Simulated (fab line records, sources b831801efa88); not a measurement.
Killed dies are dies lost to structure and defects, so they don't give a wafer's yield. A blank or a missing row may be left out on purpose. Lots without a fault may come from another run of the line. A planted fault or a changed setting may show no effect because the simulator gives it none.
Chamber matching | flow sky130 | SKY_METAL2_STRIP_21 on wet_bench-01: 4 sister chambers
The step strips in post etch residue remover, time 1200 s. 15 wafers are shown with their chamber, then 7 later ones without.

WAFERS WITH THEIR CHAMBER
wafer  | chamber | bath_guard_temp_C (C)
L337.3 | 1       | 72.9
L337.4 | 1       | 72.1
L337.6 | 1       | 72.6
L340.1 | 3       | 73.3
L340.2 | 3       | 72.9
L340.4 | 3       | 73.6
L339.1 | 0       | 72.9
L339.4 | 0       | 72.5
L339.6 | 0       | 73.0
L342.3 | 2       | 73.3
L342.4 | 2       | 73.7
L342.6 | 2       | 73.6
L341.2 | 0       | 72.4
L341.3 | 0       | 73.0
L341.4 | 0       | 73.4

SIGNATURES (means of the wafers above)
reading           | chamber 0 | chamber 1 | chamber 2 | chamber 3 | scatter within a chamber
bath_guard_temp_C | 72.867    | 72.533    | 73.533    | 73.267    | 0.348
Rule: a wafer's distance from a chamber is the root of the sum, over the readings, of the square of ((its reading less the chamber's mean) divided by the reading's scatter). The wafer belongs to the nearest chamber; if the next one is less than 2 further off, it can't be placed. The scatter: the root of (the sum of the squares of (reading less its chamber's mean) over the shown wafers, divided by (wafers less chambers)).

WAFERS WITHOUT THEIR CHAMBER
wafer  | bath_guard_temp_C (C)
L344.4 | 72.5
L344.5 | 72.5
L345.4 | 73.6
L345.5 | 73.5
L347.3 | 73.2
L347.4 | 73.1
L347.5 | 73.2

WHICH CHAMBER EACH WENT THROUGH
wafer  | from the rows above               | in truth
L344.4 | can't be placed: 1 or 0           | 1
L344.5 | can't be placed: 1 or 0           | 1
L345.4 | can't be placed: 2 or 3 or 0      | 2
L345.5 | can't be placed: 2 or 3 or 0      | 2
L347.3 | can't be placed: 3 or 0 or 2 or 1 | 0
L347.4 | can't be placed: 3 or 0 or 2 or 1 | 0
L347.5 | can't be placed: 3 or 0 or 2 or 1 | 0
Placed correctly: 0 of 7. Can't be placed from these rows: 7 (the true chamber is among the candidates in 7). Placed wrongly: 0.
